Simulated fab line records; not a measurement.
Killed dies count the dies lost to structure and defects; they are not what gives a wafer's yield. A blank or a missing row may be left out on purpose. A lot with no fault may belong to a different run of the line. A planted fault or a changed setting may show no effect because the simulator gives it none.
Matching of chambers | flow sky130 | SKY_FIELD_ISO_ETCH_14 on rie_diel-01 has 4 sister chambers
The step etches BARC in N2/H2, stops on SiO2, time 45.9 s, target depth 60 nm. 14 wafers are shown with their chamber, then 7 later ones without.

## WAFERS WITH THEIR CHAMBER
wafer  | chamber | drypump_motor_current_A (A) | rf_fwd_power_W (W) | bias_w (W)
L521.1 | 2       | 5.6                         | 493.8              | 100.2
L521.4 | 0       | 6.0                         | 495.0              | 99.9
L521.5 | 2       | 5.6                         | 494.6              | 100.1
L522.2 | 3       | 5.8                         | 496.6              | 99.6
L522.4 | 0       | 6.0                         | 493.6              | 99.6
L522.6 | 1       | 6.0                         | 492.1              | 100.0
L527.3 | 1       | 6.0                         | 491.7              | 99.9
L527.5 | 3       | 5.8                         | 493.1              | 100.1
L527.6 | 2       | 5.6                         | 494.6              | 100.2
L529.3 | 3       | 5.8                         | 492.9              | 100.2
L529.5 | 0       | 6.0                         | 493.4              | 99.5
L529.6 | 3       | 5.8                         | 492.2              | 100.2
L532.1 | 3       | 5.9                         | 497.9              | 99.7
L532.3 | 0       | 6.0                         | 492.3              | 100.2

SIGNATURES, as means of the wafers listed above
reading                 | chamber 0 | chamber 1 | chamber 2 | chamber 3 | scatter within a chamber
drypump_motor_current_A | 6.000     | 6.000     | 5.600     | 5.820     | 0.0283
rf_fwd_power_W          | 493.575   | 491.900   | 494.333   | 494.540   | 1.73
bias_w                  | 99.800    | 99.950    | 100.167   | 99.960    | 0.254
Rule: a wafer lies at a distance from a chamber equal to the root of the sum of squares, over the readings, of (its reading less the chamber's mean, divided by the reading's scatter). If the next closest chamber is less than 2 further off than the closest, the wafer can't be placed; otherwise it belongs to the closest. The scatter is the square root of a quotient: the sum, over the shown wafers, of each reading's squared deviation from its chamber's mean, divided by wafers minus chambers.

## WAFERS WITH NO CHAMBER GIVEN
wafer  | drypump_motor_current_A (A) | rf_fwd_power_W (W) | bias_w (W)
L532.6 | 6.0                         | 494.1              | 100.0
L538.3 | 5.9                         | 495.2              | 100.0
L538.4 | 6.0                         | 491.9              | 99.8
L538.5 | 6.0                         | 492.4              | 99.9
L539.1 | 6.0                         | 492.9              | 99.7
L539.4 | 5.6                         | 494.3              | 100.4
L539.6 | 5.6                         | 493.5              | 100.7

## WHICH CHAMBER EACH ONE RAN IN
wafer  | from the rows above          | in truth
L532.6 | can't be placed: 0 or 1      | 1
L538.3 | can't be placed: 3 or 0 or 1 | 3
L538.4 | can't be placed: 1 or 0      | 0
L538.5 | can't be placed: 1 or 0      | 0
L539.1 | can't be placed: 0 or 1      | 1
L539.4 | 2                            | 2
L539.6 | 2                            | 2
Correctly placed: 2 of 7. Not placeable from these rows: 5 (in 5, the candidates include the true chamber). Placed wrongly: 0.
